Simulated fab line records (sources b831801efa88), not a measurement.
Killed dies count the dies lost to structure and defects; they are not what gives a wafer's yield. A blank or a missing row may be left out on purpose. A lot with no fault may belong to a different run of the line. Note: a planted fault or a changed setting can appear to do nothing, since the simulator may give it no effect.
Which tool was responsible?	flow gf180mcu	12 lots, 36 wafers sampled, at 3 steps of a route of 602

WHAT THE GAUGES READ, wafer by wafer
GF_PSD_RS_MEAS_14: uses a four-point probe to measure. Usual: NSD_RS typically reads 46.12 ohm/sq, with standard deviation 0.11.
lot	measured	on	NSD_RS (ohm/sq)	flag
L975	day 14 21:44	filmMetro-02	46.25 46.29 46.24	
L977	day 15 05:40	filmMetro-04	46.02 45.94 45.90	
L976	day 15 07:20	filmMetro-02	46.14 46.01 46.20	
L980	day 16 06:40	filmMetro-01	46.13 46.12 46.12	
L982	day 17 03:34	filmMetro-02	46.30 46.21 46.26	
L983	day 17 12:10	filmMetro-01	46.22 46.26 46.45	
L989	day 19 10:41	filmMetro-01	46.11 46.04 46.01	
L991	day 20 12:05	filmMetro-01	46.16 46.18 46.18	
L992	day 20 14:46	filmMetro-01	46.09 46.22 46.11	
L994	day 21 03:32	filmMetro-04	46.11 46.08 46.07	
L996	day 22 10:53	filmMetro-02	46.32 46.28 46.23	
L997	day 22 13:22	filmMetro-04	46.02 45.95 45.93	

GF_V1_THK_MEAS_03. Usual: V1_CVD_02_THK typically reads 850 nm, with standard deviation 11.
lot	measured	on	V1_CVD_02_THK (nm)	flag
L975	day 17 21:10	filmMetro-01	844 836 844	
L977	day 18 06:00	filmMetro-01	836 832 864	
L976	day 18 08:10	filmMetro-01	856 863 854	
L980	day 19 09:44	filmMetro-03	805 805 863	
L982	day 20 08:08	filmMetro-03	828 856 829	
L983	day 20 16:34	filmMetro-01	803 871 862	
L989	day 22 15:56	filmMetro-01	844 841 868	
L991	day 23 15:20	filmMetro-02	857 858 869	
L992	day 23 17:48	filmMetro-03	845 833 838	
L994	day 24 05:32	filmMetro-01	844 836 846	
L996	day 25 10:19	filmMetro-02	833 852 835	
L997	day 25 13:04	filmMetro-02	847 840 847	

EACH LOT AND THE TOOL THAT RAN IT (in order: tool; ch and the chambers of the sampled wafers; start)
lot	GF_V1_CVD_02
L975	pecvd-02 ch 1,2, day 17 21:04
L977	pecvd-02 ch 0,1,2, day 18 05:52
L976	pecvd-03 ch 1,2, day 18 08:05
L980	pecvd-02 ch 1,2, day 19 09:39
L982	pecvd-03 ch 1,2, day 20 08:03
L983	pecvd-02 ch 0,1,2, day 20 16:28
L989	pecvd-03 ch 0,2, day 22 15:52
L991	pecvd-01 ch 0,1,2, day 23 15:16
L992	pecvd-02 ch 0,1,2, day 23 17:44
L994	pecvd-02 ch 0,2, day 24 05:27
L996	pecvd-02 ch 1,2, day 25 10:15
L997	pecvd-02 ch 0,1,2, day 25 12:59
- GF_V1_CVD_02: deposits SiO2 from TEOS, target thk 850 nm, time 94.851 s.

WHAT THE TOOLS THEMSELVES READ (means of the sampled wafers that have a number; where no wafer has one, the mark that the record gives instead)
GF_V1_CVD_02. Usual: heaterPowerW 713 W, standard deviation 91; rfFwdPowerW 596.5 W, standard deviation 2.
lot	tool	heaterPowerW (W)	rfFwdPowerW (W)	flag
L975	pecvd-02	723	598.0	
L977	pecvd-02	752	598.6	
L976	pecvd-03	722	594.7	
L980	pecvd-02	729	532.8	OFF
L982	pecvd-03	670	596.8	
L983	pecvd-02	763	565.7	OFF
L989	pecvd-03	623	595.9	
L991	pecvd-01	690	596.2	
L992	pecvd-02	751	597.8	
L994	pecvd-02	721	596.9	
L996	pecvd-02	732	596.3	
L997	pecvd-02	777	596.7	

THE ANSWER, worked out from the rows above alone
Rule: take the mean of a lot's wafers that have a number; if it is more than 3 standard deviations from the usual mean, the lot is off. A lot without any number at a reading at which 4 lots or more have one is off too. Any other lot the step has rows for is counted as sound. Order of review: gauges by route order, followed by the tools' own readings, for which a lot's mean as printed above is used. At the first step where some lot is off, the reading lying furthest off is the one used; lots without a number count as furthest.
Off at GF_V1_CVD_02 (rfFwdPowerW): L980, L983.
A tool fits if, at that step or a process step before it, it ran every lot that is off, and no sound lot after the first of them. Of those tried, none fits.

WHAT WAS PUT IN BY THE SIMULATOR
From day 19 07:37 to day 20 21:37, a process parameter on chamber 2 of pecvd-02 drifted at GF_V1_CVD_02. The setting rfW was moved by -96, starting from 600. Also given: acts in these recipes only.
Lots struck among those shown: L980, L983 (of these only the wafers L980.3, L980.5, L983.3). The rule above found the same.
